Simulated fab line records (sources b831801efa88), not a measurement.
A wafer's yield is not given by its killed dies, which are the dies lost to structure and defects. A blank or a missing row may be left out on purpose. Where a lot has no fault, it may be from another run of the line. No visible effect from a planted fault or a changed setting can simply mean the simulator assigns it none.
fab line records    flow sky130
record: lots: 6  wafers: 18  last_day: 50
route steps=708 shown SPACER@306 POLY_CUT@307 PAD_OPEN@708
lots that met no fault: from a run of the same line without faults
start_h: start of the lot's first displayed wafer, in hours after the record's first day    wait_h: time in hours since the lot's previous step    " same as the row above    L1.1+2: one row covering several wafers at once    - value missing, or start not given    * or withheld: withheld    < > ~ a bound
route shown NAME@n: names a module that has steps shown in the file, with the first one's number in the route    usual: mean/standard deviation of fault-free wafers    same: alike in all rows    chamber/n: place in a boat    sites: readings site by site    _std_site: the standard deviation of these    _edge_site: outer sites' mean less inner sites'    radius_mm: how far each site lies from the wafer's centre    mask NAME#n: copy n    behind: the most recent tool/chamber to have shaped the wafer    hold: the reason the lot was held/the length of the hold in hours/how it ended    device: whichever transistor did not switch (one of n, p or np)    end of line: the tests these same wafers got at the end of their route    a step without rows: its recipe alone    killed: dies lost to structure and defects at the first sort, not the wafer's yield    map: a wafer's dies, x killed, . not, _ none there
set.NAME: setting as actually run; set.NAME@STEP: the setting as run at that earlier step    model.NAME: the simulator's own value behind a step, which no gauge read
lots seen at some steps along the route; tables by step, rows by wafer
services: when a tool's chamber went out of use (start_h, in hours from the record's first day, below 0 if earlier), for how many hours, and the reason
== steps ==
step: SKY_SPACER_ETCHBACK_02
recipe: chemistry: CH3F/O2  target: Si3N4  stop_on: SiO2  source_w: 400  bias_w: 80  pressure_mtorr: 25  ch3f_flow_sccm: 40  O2_flow_sccm: 30  time_s: 46.7  target_depth_a: 450
usual: ch3f_flow_sccm: 39.99/0.13  chamber_pressure_mTorr: 24.997/0.02  drypump_motor_current_A: 5.74/0.3  oes_product_au: 0.857/0.0066  throttle_valve_pct: 10.562/0.0094
lot.wafer  tool         chamber  start_h  wait_h  ch3f_flow_sccm  chamber_pressure_mTorr  drypump_motor_current_A  oes_product_au  rf_hours_counter_h  throttle_valve_pct
L513.2     rie_diel-02  2        557.48   0.0     40.10           25.000                  5.58                     0.866           11                  10.552
L513.4     "            3        "        "       39.99           25.017                  5.77                     0.866           5                   10.549
L513.5     "            3        "        "       39.66           25.010                  5.77                     0.865           -                   10.558
L517.1     rie_diel-03  0        602.30   0.1     39.79           25.020                  5.66                     0.853           58                  10.564
L517.2     "            1        "        "       39.90           24.996                  5.66                     0.857           37                  10.558
L517.3     "            3        "        "       40.00           24.978                  5.53                     0.853           4                   10.549
L522.1     rie_diel-01  2        636.15   0.1     40.04           24.991                  5.96                     0.863           49                  10.574
L522.2     "            0        "        "       40.23           25.018                  5.42                     0.863           0                   10.559
L522.3     "            1        "        "       39.99           25.024                  6.54                     0.847           1                   10.571
L531.1     rie_diel-02  0        699.41   0.1     39.96           24.989                  5.66                     0.869           11                  10.566
L531.2     "            2        "        "       39.85           25.014                  5.60                     0.862           13                  10.557
L531.4     "            0        "        "       39.92           24.992                  5.65                     0.854           -                   10.580
L532.1     rie_diel-01  3        710.68   0.1     39.99           25.054                  5.59                     0.849           1                   10.558
L532.3     "            0        "        "       40.09           24.999                  5.42                     0.850           2                   10.556
L532.5     "            3        "        "       40.03           25.022                  5.61                     0.855           -                   10.563
L533.2     rie_diel-01  0        715.88   0.0     39.61           24.955                  5.43                     0.856           2                   10.553
L533.4     "            3        "        "       40.00           25.026                  5.63                     0.851           -                   10.556
L533.5     "            0        "        "       39.96           24.989                  5.43                     0.860           -                   10.558
step: SKY_POLY_CUT_DEHYDRATE_00
recipe: temp_c: 200  time_s: 60
step: SKY_POLY_CUT_HMDS_01
recipe: prime_time_s: 60  prime_temp_c: 120
step: SKY_POLY_CUT_COAT_02
recipe: resist: BARC  temp_c: withheld  time_s: withheld  spin_rpm: 3000  resist_thk_nm: 60
step: SKY_POLY_CUT_COAT_03
recipe: resist: KrF-thick  spin_rpm: 3000  resist_thk_nm: 450
step: SKY_POLY_CUT_SOFTBAKE_04
recipe: temp_c: 100  time_s: 90  resist: KrF-thick
step: SKY_POLY_CUT_EXPOSE_05
recipe: mask_id: NPCM  na: 0.8  source_shape: annular  sigma_inner: 0.55  sigma_outer: 0.85  target_cd_nm: 270  dose_mj: 32
step: SKY_POLY_CUT_PEB_06
recipe: peb_temp_c: withheld  peb_time_s: withheld  resist: KrF-thick
step: SKY_POLY_CUT_DEVELOP_07
recipe: develop_time_s: 60  resist: KrF-thick  dev_temp_c: 21
step: SKY_POLY_CUT_CD_MEAS_08
recipe: target_cd_nm: 270
usual: cd_nm: 270.1/1.2
lot.wafer  tool       chamber  start_h  wait_h  cd_nm
L513.2     cd_sem-02  -        587.54   -       269.0
L513.4     "          -        "        "       267.5
L513.5     "          -        "        "       269.6
L517.1     cd_sem-01  -        631.17   -       270.9
L517.2     "          -        "        "       270.7
L517.3     "          -        "        "       270.0
L522.1     cd_sem-01  -        664.52   -       271.8
L522.2     "          -        "        "       273.3
L522.3     "          -        "        "       271.8
L531.1     cd_sem-01  -        726.87   -       270.4
L531.2     "          -        "        "       269.0
L531.4     "          -        "        "       271.8
L532.1     cd_sem-01  -        737.62   -       272.1
L532.3     "          -        "        "       271.2
L532.5     "          -        "        "       269.8
L533.2     cd_sem-02  -        744.29   -       269.0
L533.4     "          -        "        "       266.7
L533.5     "          -        "        "       268.7
step: SKY_POLY_CUT_OVL_MEAS_09
usual: POLY_CUT_OVL: -1/5.2
lot.wafer  tool        chamber  start_h  wait_h  POLY_CUT_OVL[nm]
L513.2     overlay-02  -        587.65   0.1     -4
L513.4     "           -        "        "       3
L513.5     "           -        "        "       1
L517.1     overlay-01  -        631.29   0.1     -3
L517.2     "           -        "        "       0
L517.3     "           -        "        "       7
L522.1     overlay-01  -        664.64   0.1     0
L522.2     "           -        "        "       -3
L522.3     "           -        "        "       1
L531.1     overlay-01  -        726.99   0.1     1
L531.2     "           -        "        "       4
L531.4     "           -        "        "       5
L532.1     overlay-02  -        737.74   0.1     3
L532.3     "           -        "        "       7
L532.5     "           -        "        "       8
L533.2     overlay-02  -        744.40   0.1     -8
L533.4     "           -        "        "       -6
L533.5     "           -        "        "       4
step: SKY_POLY_CUT_ETCH_10
recipe: chemistry: N2/H2  target: BARC  ion_energy_ev: 200  source_w: 500  bias_w: 100  pressure_mtorr: 30  n2_flow_sccm: 100  h2_flow_sccm: 200  stop_on: SiO2  time_s: 45.9  target_depth_a: 600
usual: bias_w: 100.0/0.3  chamber_pressure_mTorr: 30.001/0.026  drypump_motor_current_A: 5.9/0.39  oes_product_au: 0.855/0.0048  throttle_valve_pct: 13.224/0.0089
lot.wafer  tool         chamber  start_h  wait_h  bias_w  chamber_pressure_mTorr  drypump_motor_current_A  oes_product_au  rf_hours_counter_h  throttle_valve_pct
L513.2     rie_diel-02  2        587.68   0.0     100.0   29.981                  5.6                      0.862           11                  13.219
L513.4     "            3        "        "       99.9    30.015                  5.8                      0.855           5                   13.216
L513.5     "            2        "        "       99.6    30.057                  5.6                      0.855           -                   13.232
L517.1     rie_diel-02  2        631.32   0.0     99.7    30.015                  5.6                      0.854           12                  13.207
L517.2     "            3        "        "       99.5    30.025                  5.8                      0.858           6                   13.222
L517.3     "            0        "        "       99.6    30.037                  5.7                      0.859           10                  13.230
L522.1     rie_diel-04  3        664.68   0.0     99.9    29.973                  5.5                      0.856           2                   13.232
L522.2     "            2        "        "       99.8    30.008                  6.3                      0.863           6                   13.231
L522.3     "            0        "        "       99.7    30.012                  5.6                      0.861           0                   13.217
L531.1     rie_diel-01  2        727.02   0.0     99.8    30.005                  6.0                      0.863           0                   13.229
L531.2     "            0        "        "       100.5   30.029                  5.4                      0.856           2                   13.246
L531.4     "            3        "        "       99.9    30.001                  5.6                      0.861           1                   13.225
L532.1     rie_diel-04  0        737.77   0.0     99.8    29.973                  5.6                      0.864           2                   13.219
L532.3     "            2        "        "       100.2   30.009                  6.3                      0.856           8                   13.227
L532.5     "            3        "        "       99.9    29.987                  5.5                      0.857           -                   13.227
L533.2     rie_diel-02  3        744.43   0.0     100.0   29.986                  5.7                      0.860           9                   13.236
L533.4     "            0        "        "       100.4   29.991                  5.6                      0.855           13                  13.214
L533.5     "            1        "        "       100.3   30.033                  5.9                      0.862           -                   13.230
step: SKY_POLY_CUT_ETCH_11
recipe: target: Si3N4  chemistry: CF4/CH2F2/Ar  stop_on: poly-Si  source_w: 600  bias_w: 150  pressure_mtorr: 40  cf4_flow_sccm: 40  ch2f2_flow_sccm: 20  Ar_flow_sccm: 150  time_s: 42.5  target_depth_a: 600
usual: bias_w: 150.0/0.45  cf4_flow_sccm: 40.01/0.12  chamber_pressure_mTorr: 40.00/0.039  drypump_motor_current_A: 5.9/0.4  oes_product_au: 0.831/0.0062  throttle_valve_pct: 14.994/0.0097
lot.wafer  tool         chamber  start_h  wait_h  bias_w  cf4_flow_sccm  chamber_pressure_mTorr  drypump_motor_current_A  oes_product_au  rf_hours_counter_h  throttle_valve_pct
L513.2     rie_diel-02  2        587.72   0.0     150.6   39.97          39.91                   5.6                      0.830           11                  14.998
L513.4     "            3        "        "       149.9   40.04          40.02                   5.8                      0.821           5                   15.001
L513.5     "            2        "        "       150.0   40.08          40.01                   5.6                      0.833           -                   15.000
L517.1     rie_diel-02  2        631.37   0.0     149.9   40.05          39.97                   5.6                      0.840           12                  14.995
L517.2     "            3        "        "       149.7   40.07          40.01                   5.8                      0.843           6                   15.004
L517.3     "            0        "        "       149.1   40.30          39.98                   5.6                      0.837           10                  14.981
L522.1     rie_diel-04  3        664.72   0.0     149.4   40.20          40.02                   5.5                      0.829           2                   14.983
L522.2     "            2        "        "       150.8   40.00          40.04                   6.3                      0.828           6                   14.993
L522.3     "            0        "        "       150.5   39.96          39.98                   5.6                      0.830           0                   14.995
L531.1     rie_diel-01  2        727.07   0.0     -       -              -                       -                        -               -                   -
L531.2     "            0        "        "       -       -              -                       -                        -               -                   -
L531.4     "            3        "        "       -       -              -                       -                        -               -                   -
L532.1     rie_diel-04  0        737.82   0.0     -       -              -                       -                        -               -                   -
L532.3     "            2        "        "       -       -              -                       -                        -               -                   -
L532.5     "            3        "        "       -       -              -                       -                        -               -                   -
L533.2     rie_diel-02  3        744.47   0.0     150.2   40.03          40.01                   5.8                      0.834           9                   14.992
L533.4     "            0        "        "       150.1   40.08          39.98                   5.6                      0.837           13                  14.994
L533.5     "            1        "        "       150.3   40.06          39.99                   5.9                      0.848           -                   14.994
step: SKY_POLY_CUT_STRIP_12
recipe: chemistry: O2/N2  power_w: 1400  pressure_mtorr: 1500  platen_temp_c: withheld  o2_flow_sccm: 3000  n2_flow_sccm: 300  overash_fraction: 0.5
usual: chamber_pressure_mTorr: 1500.1/1.2  drypump_motor_current_A: 5.5/0.38  oes_product_au: 0.452/0.0045  strip_time_to_endpoint_s: 5.358/0.015
lot.wafer  tool             chamber  start_h  wait_h  chamber_pressure_mTorr  drypump_motor_current_A  oes_product_au  rf_hours_counter_h  strip_time_to_endpoint_s
L513.2     plasma_asher-01  0        587.76   0.0     1500.8                  5.7                      0.447           15                  5.329
L513.4     "                1        "        "       1501.4                  5.6                      0.455           -                   5.352
L513.5     "                1        "        "       1498.6                  5.6                      0.444           -                   5.333
L517.1     plasma_asher-01  0        631.41   0.0     1499.8                  5.7                      0.456           20                  5.370
L517.2     "                1        "        "       1500.5                  5.6                      0.456           20                  5.364
L517.3     "                1        "        "       1498.9                  5.6                      0.458           -                   5.379
L522.1     plasma_asher-03  1        664.76   0.0     1499.2                  5.9                      0.452           88                  5.342
L522.2     "                0        "        "       1499.7                  5.0                      0.449           88                  5.340
L522.3     "                0        "        "       1500.7                  5.1                      0.447           -                   5.334
L531.1     plasma_asher-04  1        727.11   0.0     1500.8                  5.0                      0.450           96                  5.338
L531.2     "                0        "        "       1500.0                  6.0                      0.454           96                  5.360
L531.4     "                1        "        "       1499.8                  5.1                      0.446           -                   5.345
L532.1     plasma_asher-03  1        737.86   0.0     1500.4                  5.9                      0.448           95                  5.352
L532.3     "                1        "        "       1498.8                  5.9                      0.454           -                   5.354
L532.5     "                1        "        "       1501.1                  5.9                      0.453           -                   5.341
L533.2     plasma_asher-04  1        744.51   0.0     1499.7                  5.0                      0.444           0                   5.375
L533.4     "                0        "        "       1499.4                  6.0                      0.457           -                   5.384
L533.5     "                0        "        "       1501.5                  6.0                      0.451           -                   5.377
step: SKY_PAD_OPEN_PROBE_99
usual: killed_at_M0_to_M3: 45/7.1  killed_at_M4_up: 3.0/1.8  killed_at_contacts: 24/5.4  killed_at_front_end: 16/4.9  killed_at_other: 0.3/0.63  killed_dies: 88/11  killed_on_rim: 17/3.4  killed_open: 47/7.4  killed_short: 40/7
same: gross_dies: 492  killed_at_back_side: 0
lot.wafer  tool       chamber  start_h  wait_h  hold                    killed_at_M0_to_M3  killed_at_M4_up  killed_at_contacts  killed_at_front_end  killed_at_other  killed_dies  killed_on_rim  killed_open  killed_short
L513.2     prober-02  -        1094.52  0.1     -                       34                  2                22                  21                   0                79           16             37           42
L513.4     prober-02  -        1094.62  0.2     -                       42                  2                19                  11                   0                74           15             39           35
L513.5     prober-02  -        1094.67  0.2     -                       44                  1                9                   19                   0                73           13             33           40
L517.1     prober-01  -        1126.62  0.1     -                       48                  1                30                  15                   0                94           16             50           44
L517.2     prober-01  -        1126.67  0.1     -                       48                  5                15                  17                   0                85           14             42           43
L517.3     prober-01  -        1126.72  0.2     -                       44                  3                19                  21                   0                87           12             48           39
L522.1     prober-01  -        1150.35  0.1     -                       47                  2                22                  23                   1                95           18             46           49
L522.2     prober-01  -        1150.40  0.1     -                       41                  4                23                  16                   0                84           14             50           34
L522.3     prober-01  -        1150.45  0.2     -                       46                  5                23                  17                   0                91           20             46           44
L531.1     prober-02  -        1188.41  0.1     await_dispo/4.3h/scrap  46                  7                26                  413                  0                492          96             45           44
L531.2     prober-02  -        1188.46  0.1     await_dispo/4.3h/scrap  29                  5                28                  430                  0                492          96             34           42
L531.4     prober-02  -        1188.56  0.2     await_dispo/4.3h/scrap  36                  1                26                  429                  0                492          96             56           28
L532.1     prober-01  -        1194.22  0.1     await_dispo/1.6h/scrap  41                  2                24                  425                  0                492          96             37           43
L532.3     prober-01  -        1194.32  0.2     await_dispo/1.6h/scrap  26                  3                29                  434                  0                492          96             38           37
L532.5     prober-01  -        1194.42  0.2     await_dispo/1.6h/scrap  51                  1                22                  417                  1                492          96             48           33
L533.2     prober-02  -        1197.56  0.1     -                       51                  0                33                  17                   0                101          18             52           49
L533.4     prober-02  -        1197.66  0.2     -                       34                  4                20                  9                    0                67           14             39           28
L533.5     prober-02  -        1197.71  0.2     -                       40                  5                24                  10                   0                79           13             44           35
killed by level:class
L513.2 LI_CONTACT:geometric_particle:open=8 LOCAL_INTERCONNECT:geometric_particle:short=7 POLY_GATE:geometric_particle:open=6 VIA2:geometric_particle:open=6 VIA3:geometric_particle:short=5 VIA1:geometric_particle:short=5 FIELD_ISO:geometric_particle:short=4 CONTACT:geometric_particle:open=4
L513.4 VIA1:geometric_particle:open=10 VIA3:geometric_particle:open=8 CONTACT:geometric_particle:open=6 METAL1:geometric_particle:short=6 METAL2:geometric_particle:short=6 LI_CONTACT:geometric_particle:open=5 POLY_GATE:geometric_particle:open=4 CONTACT:geometric_particle:short=4
L513.5 METAL1:geometric_particle:short=7 VIA1:geometric_particle:open=6 VIA1:geometric_particle:short=6 VIA2:geometric_particle:open=6 POLY_GATE:geometric_particle:short=5 VIA2:geometric_particle:short=5 POLY_GATE:geometric_particle:open=4 SPACER:geometric_particle:open=4
L517.1 CONTACT:geometric_particle:open=10 VIA1:geometric_particle:open=10 LI_CONTACT:geometric_particle:open=8 VIA3:geometric_particle:short=8 CONTACT:geometric_particle:short=7 VIA2:geometric_particle:open=7 FIELD_ISO:geometric_particle:open=6 METAL1:geometric_particle:short=5
L517.2 VIA1:geometric_particle:open=10 VIA3:geometric_particle:open=7 FIELD_ISO:geometric_particle:short=6 LI_CONTACT:geometric_particle:open=6 VIA1:geometric_particle:short=6 FIELD_ISO:geometric_particle:open=5 METAL3:geometric_particle:short=5 METAL1:geometric_particle:short=4
L517.3 VIA1:geometric_particle:open=10 CONTACT:geometric_particle:open=9 METAL1:geometric_particle:short=5 METAL2:geometric_particle:short=5 VIA2:geometric_particle:open=5 METAL3:geometric_particle:short=5 VIA3:geometric_particle:open=5 FIELD_ISO:geometric_particle:short=4
L522.1 METAL1:geometric_particle:short=10 POLY_GATE:geometric_particle:open=9 CONTACT:geometric_particle:open=7 CONTACT:geometric_particle:short=7 LI_CONTACT:geometric_particle:open=6 VIA2:geometric_particle:open=6 VIA1:geometric_particle:short=6 VIA1:geometric_particle:open=6
L522.2 VIA2:geometric_particle:open=10 CONTACT:geometric_particle:open=9 VIA1:geometric_particle:short=8 FIELD_ISO:geometric_particle:open=7 LI_CONTACT:geometric_particle:open=7 VIA1:geometric_particle:open=6 VIA2:geometric_particle:short=4 METAL1:geometric_particle:short=4
L522.3 VIA1:geometric_particle:open=11 CONTACT:geometric_particle:open=8 VIA2:geometric_particle:open=8 LI_CONTACT:geometric_particle:open=7 METAL1:geometric_particle:short=7 FIELD_ISO:geometric_particle:short=5 POLY_GATE:geometric_particle:short=5 METAL4:geometric_particle:short=5
L531.1 POLY_CUT:area_etch=403 VIA1:geometric_particle:open=8 LI_CONTACT:geometric_particle:open=7 METAL1:geometric_particle:short=7 VIA3:geometric_particle:open=7 CONTACT:geometric_particle:short=6 VIA2:geometric_particle:open=6 VIA3:geometric_particle:short=6
L531.2 POLY_CUT:area_etch=416 CONTACT:geometric_particle:open=9 VIA1:geometric_particle:open=8 LOCAL_INTERCONNECT:geometric_particle:short=6 METAL2:geometric_particle:short=6 LI_CONTACT:geometric_particle:short=5 LI_CONTACT:geometric_particle:open=5 FIELD_ISO:geometric_particle:short=4
L531.4 POLY_CUT:area_etch=408 LI_CONTACT:geometric_particle:open=11 CONTACT:geometric_particle:open=8 FIELD_ISO:geometric_particle:open=7 VIA2:geometric_particle:open=7 VIA3:geometric_particle:open=7 POLY_GATE:geometric_particle:open=6 VIA1:geometric_particle:open=5
L532.1 POLY_CUT:area_etch=412 CONTACT:geometric_particle:short=11 VIA2:geometric_particle:open=10 CONTACT:geometric_particle:open=8 METAL2:geometric_particle:short=6 VIA1:geometric_particle:open=5 FIELD_ISO:geometric_particle:short=4 VIA2:geometric_particle:short=4
L532.3 POLY_CUT:area_etch=417 LI_CONTACT:geometric_particle:open=8 CONTACT:geometric_particle:short=7 FIELD_ISO:geometric_particle:short=6 VIA1:geometric_particle:open=6 VIA3:geometric_particle:open=6 LOCAL_INTERCONNECT:geometric_particle:short=5 CONTACT:geometric_particle:open=5
L532.5 POLY_CUT:area_etch=411 CONTACT:geometric_particle:open=11 VIA3:geometric_particle:open=11 VIA1:geometric_particle:open=8 METAL2:geometric_particle:short=7 VIA2:geometric_particle:open=6 LI_CONTACT:geometric_particle:open=5 VIA2:geometric_particle:short=5
L533.2 VIA3:geometric_particle:open=11 CONTACT:geometric_particle:open=10 VIA1:geometric_particle:short=8 VIA1:geometric_particle:open=8 FIELD_ISO:geometric_particle:short=6 CONTACT:geometric_particle:short=6 METAL1:geometric_particle:short=6 VIA2:geometric_particle:open=6
L533.4 VIA1:geometric_particle:open=9 CONTACT:geometric_particle:open=7 VIA3:geometric_particle:open=6 METAL2:geometric_particle:short=6 LI_CONTACT:geometric_particle:open=4 FIELD_ISO:geometric_particle:short=3 VIA1:geometric_particle:short=3 LI_CONTACT:geometric_particle:short=3
L533.5 VIA1:geometric_particle:open=10 LI_CONTACT:geometric_particle:open=9 VIA2:geometric_particle:open=8 CONTACT:geometric_particle:open=7 VIA1:geometric_particle:short=6 METAL2:geometric_particle:short=5 POLY_GATE:geometric_particle:open=4 VIA3:geometric_particle:short=4
map L531.1 (x killed, . not)
__________xxxxxxxxxx_________
________xxxxxxxxxxxxxx_______
______xxxxxxxxxxxxxxxxxx_____
_____xxxxxxxxxxxxxxxxxxxx____
____xxxxxxxxxxxxxxxxxxxxxx___
___xxxxxxxxxxxxxxxxxxxxxxxx__
__xxxxxxxxxxxxxxxxxxxxxxxxxx_
_xxxxxxxxxxxxxxxxxxxxxxxxxxxx
_xxxxxxxxxxxxxxxxxxxxxxxxxxxx
_xxxxxxxxxxxxxxxxxxxxxxxxxxxx
_xxxxxxxxxxxxxxxxxxxxxxxxxxxx
_xxxxxxxxxxxxxxxxxxxxxxxxxxxx
_xxxxxxxxxxxxxxxxxxxxxxxxxxxx
_xxxxxxxxxxxxxxxxxxxxxxxxxxxx
_xxxxxxxxxxxxxxxxxxxxxxxxxxxx
__xxxxxxxxxxxxxxxxxxxxxxxxxx_
___xxxxxxxxxxxxxxxxxxxxxxxx__
____xxxxxxxxxxxxxxxxxxxxxx___
_____xxxxxxxxxxxxxxxxxxxx____
______xxxxxxxxxxxxxxxxxx_____
________xxxxxxxxxxxxxx_______
__________xxxxxxxxxx_________
map L532.1 (x killed, . not)
__________xxxxxxxxxx_________
________xxxxxxxxxxxxxx_______
______xxxxxxxxxxxxxxxxxx_____
_____xxxxxxxxxxxxxxxxxxxx____
____xxxxxxxxxxxxxxxxxxxxxx___
___xxxxxxxxxxxxxxxxxxxxxxxx__
__xxxxxxxxxxxxxxxxxxxxxxxxxx_
_xxxxxxxxxxxxxxxxxxxxxxxxxxxx
_xxxxxxxxxxxxxxxxxxxxxxxxxxxx
_xxxxxxxxxxxxxxxxxxxxxxxxxxxx
_xxxxxxxxxxxxxxxxxxxxxxxxxxxx
_xxxxxxxxxxxxxxxxxxxxxxxxxxxx
_xxxxxxxxxxxxxxxxxxxxxxxxxxxx
_xxxxxxxxxxxxxxxxxxxxxxxxxxxx
_xxxxxxxxxxxxxxxxxxxxxxxxxxxx
__xxxxxxxxxxxxxxxxxxxxxxxxxx_
___xxxxxxxxxxxxxxxxxxxxxxxx__
____xxxxxxxxxxxxxxxxxxxxxx___
_____xxxxxxxxxxxxxxxxxxxx____
______xxxxxxxxxxxxxxxxxx_____
________xxxxxxxxxxxxxx_______
__________xxxxxxxxxx_________
== services ==
tool             chamber  start_h  hours  kind
rie_diel-03      0        562.07   3.2    repair
rie_diel-02      2        562.18   18.7   repair
rie_diel-01      -        565.46   0.2    repair
plasma_asher-03  -        565.76   0.9    repair
rie_diel-01      1        568.89   3.3    repair
rie_diel-01      1        572.20   -      clean
rie_diel-01      1        572.20   17.9   scheduled_down
rie_diel-01      1        572.20   17.9   vent_cycle
plasma_asher-04  -        590.36   14.9   pm
rie_diel-01      0        605.57   -      clean
rie_diel-01      0        605.57   20.8   scheduled_down
rie_diel-01      0        605.57   20.8   vent_cycle
rie_diel-02      0        612.47   11.0   repair
plasma_asher-04  -        627.14   42.1   repair
rie_diel-02      3        644.05   9.2    repair
plasma_asher-03  -        647.15   2.8    pm
rie_diel-02      3        657.98   4.8    repair
plasma_asher-01  -        663.76   3.3    repair
plasma_asher-04  -        667.01   6.2    repair
rie_diel-02      2        668.04   10.4   repair
rie_diel-02      3        687.11   3.3    repair
rie_diel-02      1        694.13   7.5    repair
rie_diel-03      -        723.28   0.9    repair
plasma_asher-04  -        733.75   9.0    pm
== key ==
first_sign: step: SKY_POLY_CUT_ETCH_11  reading: tool_record  direction: missing
effect: step: SKY_PAD_OPEN_PROBE_99  reading: killed_at_front_end  direction: up  sigmas: 83  usual: 16  struck: 425
more_kills_born_at: SKY_POLY_CUT_ETCH_11@rie_diel-04: 1240  SKY_POLY_CUT_ETCH_11@rie_diel-01: 1227
met_at SKY_POLY_CUT_ETCH_11
struck_wafers L531.1,L531.2,L531.4,L532.1,L532.3,L532.5
later_rows_left_out L531.1,L531.2,L531.4,L532.1,L532.3,L532.5
tester_left_out L531,L532
onset_between 664.72 727.07
fault: kind: skipped_step_whole  tool: rie_diel-01,rie_diel-04  chamber: -  onset_h: 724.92  steps: SKY_POLY_CUT_ETCH_11  scope: struck_lots_only
tester_left_out: of these lots the tester's yield and bins aren't shown, on N5 and GAA mostly nor the transistor test; their killed dies are dies lost to structure and defects alone, not to doping, threshold or leakage, so they don't give the yield
later_rows_left_out: the simulator's readings of these wafers behind a module that went badly wrong aren't trusted and aren't shown, but for the sort
